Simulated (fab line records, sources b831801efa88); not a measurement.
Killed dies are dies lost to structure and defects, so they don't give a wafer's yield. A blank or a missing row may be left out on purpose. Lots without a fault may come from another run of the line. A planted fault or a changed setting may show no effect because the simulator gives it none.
A struck lot beside a sound one | flow sky130 | 15 steps out of a route of 708
Sound: wafers L237.1, L237.5, L237.6. Struck: wafers L229.1, L229.4, L229.5. The cause comes at the end.
At each step with rows: each side's tool, then ch and its chambers, then its first start. Under that, the readings that differ: sound wafers | struck wafers | difference of the means | sigmas: that difference in standard deviations of wafers without a fault.
alike: readings whose means differ by less than 2 such deviations, and words and numbers that are the same on both sides. not compared: withheld readings, readings that some wafer has no value for, bounds like >300 that may hide the same value, and numbers for which the record gives no deviation and whose values overlap.
The two part at a step that has a row with sigmas, a row that says differs or no value, or rows on one side only. Numbers that don't overlap but have no deviation are shown without sigmas and don't part them. A reading that every wafer of one side lacks parts them only if that side has two wafers or more.

first, 1 step without rows for these wafers: SKY_VIA4_HDPCVD_00 (deposits SiO2, target thk 1750 nm, time 291.7 s).
SKY_VIA4_THK_MEAS_01:
  sound on film_metro-02, day 45 20:14; struck on film_metro-01, day 43 12:03
  alike: VIA4_HDPCVD_THK
SKY_VIA4_CMP_02: polishes SiO2.
  sound on cmp-01 ch 0,1,3, day 45 20:27; struck on cmp-01 ch 0,2,3, day 43 12:07
  alike: motor_current_A, platen_rpm
SKY_VIA4_BOW_MEAS_03:
  sound on film_metro-01, day 45 20:36; struck on film_metro-02, day 43 12:25
  alike: VIA4_BOW
then, 7 steps without rows for these wafers: SKY_VIA4_DEHYDRATE_04 (time 60 s); SKY_VIA4_HMDS_05 (prime time 60 s); SKY_VIA4_COAT_06 (resist thk 1140 nm); SKY_VIA4_SOFTBAKE_07 (time 60 s); SKY_VIA4_EXPOSE_08 (exposes mask VIM4, target cd 800 nm); SKY_VIA4_PEB_09; SKY_VIA4_DEVELOP_10 (develop time 60 s).
SKY_VIA4_OVL_MEAS_11:
  sound on overlay-02, day 46 17:47; struck on overlay-02, day 44 11:05
  alike: VIA4_OVL
SKY_VIA4_ETCH_12: etches SiO2 in C4F8/O2/Ar, stops on TiN, target depth 580 nm.
  sound on rie_diel-01 ch 1,2, day 46 17:50; struck on rie_diel-04 ch 0,1,2, day 44 11:07
  reading    | sound          | struck         | difference | sigmas
  bias_w (W) | 1197 1199 1199 | 1129 1126 1123 | -72        | -20
  alike: oes_product_au
SKY_VIA4_STRIP_13: strips in O2/N2.
  sound on plasma_asher-02 ch 0,1, day 46 17:54; struck on plasma_asher-02 ch 0,1, day 44 11:11
  reading                      | sound                | struck               | difference | sigmas
  strip_time_to_endpoint_s (s) | 12.833 12.752 12.833 | 12.831 12.901 12.865 | +0.060     | +2
  alike: drypump_motor_current_A, oes_product_au
  not compared: rf_hours_counter_h
-- the record jumps here: 3 days lie between the struck wafers' starts before and after (it left off in module VIA4 and takes up again in module PAD_OPEN, whose first step shown is number 708 of the route) --
SKY_PAD_OPEN_PROBE_99:
  sound on prober-01, day 49 09:04; struck on prober-02, day 47 09:29
  alike: defect_limited_yield, killed_at_M0_to_M3, killed_at_M4_up, killed_at_contacts, killed_at_front_end, killed_at_other, killed_dies, killed_open, killed_short, sort_bin_3_pad_short, sort_bin_5_function, sort_bin_6_memory, sort_n_pass, sort_yield_pct

WHERE THEY PART
First at SKY_VIA4_ETCH_12; last, within this record, at SKY_VIA4_STRIP_13. Later steps at which nothing parts them and some readings are alike: SKY_PAD_OPEN_PROBE_99.

WHY: what the simulator had put in
Process parameter drift: rie_diel-04, from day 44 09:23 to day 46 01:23, at SKY_VIA4_ETCH_12. Setting bias_w, moved by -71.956, from 1200. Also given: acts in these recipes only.
